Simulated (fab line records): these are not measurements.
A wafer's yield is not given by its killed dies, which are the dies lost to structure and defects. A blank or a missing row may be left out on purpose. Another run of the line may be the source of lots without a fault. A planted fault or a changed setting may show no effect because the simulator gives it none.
fab line records ; flow sky130
record: lots: 5; wafers: 15; last-day: 50
route steps=708 shown VIA2@507
lots that met no fault: taken from a fault-free run of the same line
start-h: the number of hours between the record's first day and the start of the first shown wafer of the lot ; wait-h: hours since the lot's step before ; " the same as in the row above ; L1.1+2: a row that stands for several wafers ; - no value present, or no start provided ; * or withheld: withheld ; < > ~ a bound
route shown NAME@n: names a module that has steps shown in the file, with the first one's number in the route ; usual: mean and standard deviation over wafers with no fault ; same: alike in all rows ; chamber/n: place in a boat ; sites: readings site by site ; _std_site: standard deviation across them ; _edge_site: mean of outer sites minus mean of inner sites ; radius-mm: how far each site lies from the wafer's centre ; mask NAME#n: copy n ; behind: the last tool/chamber to shape the wafer ; hold: why the lot was held/for how many hours/how that ended ; device: the transistor (n, p or np) that didn't switch ; end of line: the route-end tests of the same wafers ; where a step has no rows: the recipe by itself ; killed: the dies lost at the first sort to structure and to defects; this is not the yield of the wafer ; map: the dies of a wafer, with x for killed, . for not killed, _ for no die there
set.NAME: setting as actually run; set.NAME@STEP: the setting as run at that earlier step ; model.NAME: the simulator's own value behind a step, which no gauge read
certain route steps with their lots: each step a table, each wafer a row
services: from which hour (start-h, from the record's first day; less than 0 if before it) a tool's chamber was out of use, for how many hours, and why
== steps ==
step: SKY_VIA2_HDPCVD_00
recipe: material: SiO2; target-thk-nm: 1180; sigma-open-frac: 0.3; time-s: 196.7; temp-c: 400; sih4-flow-sccm: 60; pressure-mtorr: 6
same: time-s: 196.7
lot.wafer;tool;chamber;start-h;wait-h
L078.1+4+6;hdpcvd-02;2,0,2;850.73;0.0
L082.1+2+3;hdpcvd-02;1,0,2;880.77;0.0
L083.3+5+6;hdpcvd-02;1,2,1;890.25;0.0
L084.1+3+4;hdpcvd-02;0,1,0;897.68;0.0
L095.2+3+4;hdpcvd-02;2,1,1;973.29;0.0
step: SKY_VIA2_THK_MEAS_01
recipe: reads: SiO2_of_VIA2_HDPCVD_00
usual: VIA2_HDPCVD_THK: 1186/13
lot.wafer;tool;chamber;start-h;wait-h;VIA2_HDPCVD_THK[nm]
L078.1;film-metro-03;-;850.86;0.1;1214
L078.4;film-metro-03;-;850.86;0.1;1180
L078.6;film-metro-03;-;850.86;0.1;1199
L082.1;film-metro-01;-;880.89;0.1;1206
L082.2;film-metro-01;-;880.89;0.1;1186
L082.3;film-metro-01;-;880.89;0.1;1198
L083.3;film-metro-03;-;890.39;0.1;1183
L083.5;film-metro-03;-;890.39;0.1;1182
L083.6;film-metro-03;-;890.39;0.1;1182
L084.1;film-metro-01;-;897.81;0.1;1201
L084.3;film-metro-01;-;897.81;0.1;1211
L084.4;film-metro-01;-;897.81;0.1;1202
L095.2;film-metro-03;-;973.43;0.1;1194
L095.3;film-metro-03;-;973.43;0.1;1193
L095.4;film-metro-03;-;973.43;0.1;1201
step: SKY_VIA2_CMP_02
recipe: material: SiO2; down-force-psi: 4; platen-rpm: 60; pad-velocity-m-s: 0.94248
usual: motor-current-A: 12.4/1.4; platen-rpm: 60.00/0.038
lot.wafer;tool;chamber;start-h;wait-h;motor-current-A;platen-rpm
L078.4;cmp-01;2;850.97;0.1;13.0;60.03
L078.1;cmp-01;3;850.97;0.1;10.3;59.99
L078.6;cmp-01;1;850.97;0.1;12.5;59.96
L082.1;cmp-02;1;880.95;0.1;11.4;59.93
L082.3;cmp-02;2;880.95;0.1;13.7;59.94
L082.2;cmp-02;3;880.95;0.1;15.9;60.01
L083.3;cmp-01;0;890.48;0.1;11.6;60.03
L083.5;cmp-01;3;890.48;0.1;11.0;59.98
L083.6;cmp-01;0;890.48;0.1;10.9;60.02
L084.4;cmp-01;1;897.92;0.1;11.8;59.95
L084.3;cmp-01;2;897.92;0.1;13.2;59.99
L084.1;cmp-01;3;897.92;0.1;11.3;60.03
L095.2;cmp-02;3;973.48;0.0;15.1;60.00
L095.3;cmp-02;1;973.48;0.0;11.7;59.96
L095.4;cmp-02;2;973.48;0.0;13.6;60.00
step: SKY_VIA2_BOW_MEAS_03
recipe: mode: bow
usual: VIA2_BOW: 87/7.3
lot.wafer;tool;chamber;start-h;wait-h;VIA2_BOW[um]
L078.1;film-metro-01;-;851.22;0.1;99
L078.4;film-metro-01;-;851.22;0.1;98
L078.6;film-metro-01;-;851.22;0.1;91
L082.1;film-metro-04;-;881.25;0.2;93
L082.2;film-metro-04;-;881.25;0.2;86
L082.3;film-metro-04;-;881.25;0.2;99
L083.3;film-metro-04;-;890.77;0.2;93
L083.5;film-metro-04;-;890.77;0.2;88
L083.6;film-metro-04;-;890.77;0.2;86
L084.1;film-metro-01;-;898.17;0.1;90
L084.3;film-metro-01;-;898.17;0.1;74
L084.4;film-metro-01;-;898.17;0.1;85
L095.2;film-metro-04;-;973.80;0.3;87
L095.3;film-metro-04;-;973.80;0.3;81
L095.4;film-metro-04;-;973.80;0.3;93
step: SKY_VIA2_DEHYDRATE_04
recipe: temp-c: 200; time-s: 60
usual: resist-line-temp-C: 22.99/0.1
same: time-s: 60
lot.wafer;tool;chamber;start-h;wait-h;resist-line-temp-C
L078.1;litho-track-01;0;863.52;12.3;23.06
L078.4;litho-track-01;0;863.52;12.3;23.09
L078.6;litho-track-01;0;863.52;12.3;22.98
L082.1;litho-track-04;0;894.61;13.3;22.94
L082.2;litho-track-04;0;894.61;13.3;23.00
L082.3;litho-track-04;0;894.61;13.3;22.96
L083.3;litho-track-01;0;903.07;12.3;22.94
L083.5;litho-track-01;0;903.07;12.3;23.01
L083.6;litho-track-01;0;903.07;12.3;23.03
L084.1;litho-track-04;0;909.01;10.8;23.05
L084.3;litho-track-04;0;909.01;10.8;22.96
L084.4;litho-track-04;0;909.01;10.8;23.12
L095.2;litho-track-02;0;984.55;10.7;22.95
L095.3;litho-track-02;0;984.55;10.7;23.14
L095.4;litho-track-02;0;984.55;10.7;23.09
step: SKY_VIA2_HMDS_05
recipe: prime-time-s: 60; prime-temp-c: 120
usual: resist-line-temp-C: 23.01/0.11
same: prime-time-s: 60
lot.wafer;tool;chamber;start-h;wait-h;resist-line-temp-C
L078.1;litho-track-01;0;863.67;0.1;23.05
L078.4;litho-track-01;0;863.67;0.1;22.92
L078.6;litho-track-01;0;863.67;0.1;23.10
L082.1;litho-track-04;0;894.76;0.1;22.97
L082.2;litho-track-04;0;894.76;0.1;22.88
L082.3;litho-track-04;0;894.76;0.1;23.13
L083.3;litho-track-01;0;903.22;0.1;22.88
L083.5;litho-track-01;0;903.22;0.1;22.82
L083.6;litho-track-01;0;903.22;0.1;22.86
L084.1;litho-track-04;0;909.16;0.1;22.97
L084.3;litho-track-04;0;909.16;0.1;22.85
L084.4;litho-track-04;0;909.16;0.1;23.01
L095.2;litho-track-02;0;984.70;0.1;23.07
L095.3;litho-track-02;0;984.70;0.1;23.22
L095.4;litho-track-02;0;984.70;0.1;23.15
step: SKY_VIA2_COAT_06
recipe: resist: BARC; temp-c: withheld; time-s: withheld; spin-rpm: 3000; resist-thk-nm: 60
usual: resist-line-temp-C: *
lot.wafer;tool;chamber;start-h;wait-h;resist-line-temp-C
L078.1;litho-track-01;0;863.82;0.1;*
L078.4;litho-track-01;0;863.82;0.1;*
L078.6;litho-track-01;0;863.82;0.1;*
L082.1;litho-track-04;0;894.91;0.1;*
L082.2;litho-track-04;0;894.91;0.1;*
L082.3;litho-track-04;0;894.91;0.1;*
L083.3;litho-track-01;0;903.37;0.1;*
L083.5;litho-track-01;0;903.37;0.1;*
L083.6;litho-track-01;0;903.37;0.1;*
L084.1;litho-track-04;0;909.31;0.1;*
L084.3;litho-track-04;0;909.31;0.1;*
L084.4;litho-track-04;0;909.31;0.1;*
L095.2;litho-track-02;0;984.85;0.1;*
L095.3;litho-track-02;0;984.85;0.1;*
L095.4;litho-track-02;0;984.85;0.1;*
step: SKY_VIA2_COAT_07
recipe: resist: KrF-thick; spin-rpm: 3000; resist-thk-nm: 450
usual: resist-line-temp-C: 23.00/0.11
lot.wafer;tool;chamber;start-h;wait-h;resist-line-temp-C
L078.1;litho-track-01;0;-;-;23.06
L078.4;litho-track-01;0;-;-;23.07
L078.6;litho-track-01;0;-;-;22.83
L082.1;litho-track-04;0;-;-;22.94
L082.2;litho-track-04;0;-;-;23.15
L082.3;litho-track-04;0;-;-;22.86
L083.3;litho-track-01;0;-;-;23.18
L083.5;litho-track-01;0;-;-;23.00
L083.6;litho-track-01;0;-;-;23.11
L084.1;litho-track-04;0;-;-;22.96
L084.3;litho-track-04;0;-;-;23.01
L084.4;litho-track-04;0;-;-;23.12
L095.2;litho-track-02;0;-;-;23.07
L095.3;litho-track-02;0;-;-;23.05
L095.4;litho-track-02;0;-;-;23.09
step: SKY_VIA2_SOFTBAKE_08
recipe: temp-c: 100; time-s: 90; resist: KrF-thick
usual: resist-line-temp-C: 23.00/0.11
same: time-s: 90
lot.wafer;tool;chamber;start-h;wait-h;resist-line-temp-C
L078.1;litho-track-01;0;-;-;23.12
L078.4;litho-track-01;0;-;-;23.13
L078.6;litho-track-01;0;-;-;23.01
L082.1;litho-track-04;0;-;-;23.06
L082.2;litho-track-04;0;-;-;23.00
L082.3;litho-track-04;0;-;-;22.99
L083.3;litho-track-01;0;-;-;22.96
L083.5;litho-track-01;0;-;-;22.94
L083.6;litho-track-01;0;-;-;23.03
L084.1;litho-track-04;0;-;-;23.03
L084.3;litho-track-04;0;-;-;23.07
L084.4;litho-track-04;0;-;-;23.07
L095.2;litho-track-02;0;-;-;23.05
L095.3;litho-track-02;0;-;-;23.04
L095.4;litho-track-02;0;-;-;23.08
step: SKY_VIA2_EXPOSE_09
recipe: mask-id: VIM2; na: 0.8; source-shape: annular; sigma-inner: 0.55; sigma-outer: 0.85; target-cd-nm: 200; dose-mj: 38
usual: exposure-dose-mJ-cm2: 38.15/0.24
same: sigma-outer: 0.85
lot.wafer;tool;chamber;start-h;wait-h;mask;exposure-dose-mJ-cm2
L078.1;krf-scanner-02;0;-;-;VIM2#0;38.37
L078.4;krf-scanner-02;0;-;-;VIM2#0;38.41
L078.6;krf-scanner-02;0;-;-;VIM2#0;38.39
L082.1;krf-scanner-02;0;-;-;VIM2#0;38.35
L082.2;krf-scanner-02;0;-;-;VIM2#0;38.36
L082.3;krf-scanner-02;0;-;-;VIM2#0;38.38
L083.3;krf-scanner-02;0;-;-;VIM2#0;38.41
L083.5;krf-scanner-02;0;-;-;VIM2#0;38.34
L083.6;krf-scanner-02;0;-;-;VIM2#0;38.40
L084.1;krf-scanner-01;0;-;-;VIM2#0;37.91
L084.3;krf-scanner-01;0;-;-;VIM2#0;37.90
L084.4;krf-scanner-01;0;-;-;VIM2#0;37.91
L095.2;krf-scanner-02;0;-;-;VIM2#0;38.38
L095.3;krf-scanner-02;0;-;-;VIM2#0;38.41
L095.4;krf-scanner-02;0;-;-;VIM2#0;38.40
step: SKY_VIA2_PEB_10
recipe: peb-temp-c: withheld; peb-time-s: withheld; resist: KrF-thick
usual: resist-line-temp-C: *
lot.wafer;tool;chamber;start-h;wait-h;resist-line-temp-C
L078.1;litho-track-01;0;-;-;*
L078.4;litho-track-01;0;-;-;*
L078.6;litho-track-01;0;-;-;*
L082.1;litho-track-02;0;-;-;*
L082.2;litho-track-02;0;-;-;*
L082.3;litho-track-02;0;-;-;*
L083.3;litho-track-01;0;-;-;*
L083.5;litho-track-01;0;-;-;*
L083.6;litho-track-01;0;-;-;*
L084.1;litho-track-02;0;-;-;*
L084.3;litho-track-02;0;-;-;*
L084.4;litho-track-02;0;-;-;*
L095.2;litho-track-02;0;-;-;*
L095.3;litho-track-02;0;-;-;*
L095.4;litho-track-02;0;-;-;*
== services ==
tool;chamber;start-h;hours;kind
krf-scanner-02;-;826.87;1.7;repair
cmp-01;-;829.90;1.3;repair
krf-scanner-02;-;866.46;1.1;repair
krf-scanner-01;-;869.55;0.8;pm
cmp-02;-;870.54;8.1;pm
krf-scanner-02;-;871.48;1.0;pm
krf-scanner-02;-;877.00;4.2;repair
cmp-01;-;880.15;4.1;repair
cmp-01;-;880.38;0.6;repair
krf-scanner-02;-;881.19;1.3;pm
krf-scanner-01;-;893.86;4.0;pm
hdpcvd-02;2;899.21;4.9;repair
hdpcvd-02;-;908.20;5.5;pm
krf-scanner-02;-;911.86;0.8;pm
cmp-01;-;912.00;4.0;pm
cmp-01;-;916.00;-;consumable-replace:conditioner
cmp-01;-;916.00;-;consumable-replace:pad
cmp-02;-;919.95;2.6;repair
krf-scanner-01;-;921.02;1.3;pm
cmp-02;-;943.32;1.4;repair
krf-scanner-02;0;950.52;-;calibration
krf-scanner-01;-;962.85;0.5;repair
krf-scanner-01;-;976.59;1.0;repair
krf-scanner-01;-;977.59;1.0;pm
== key ==
fault none
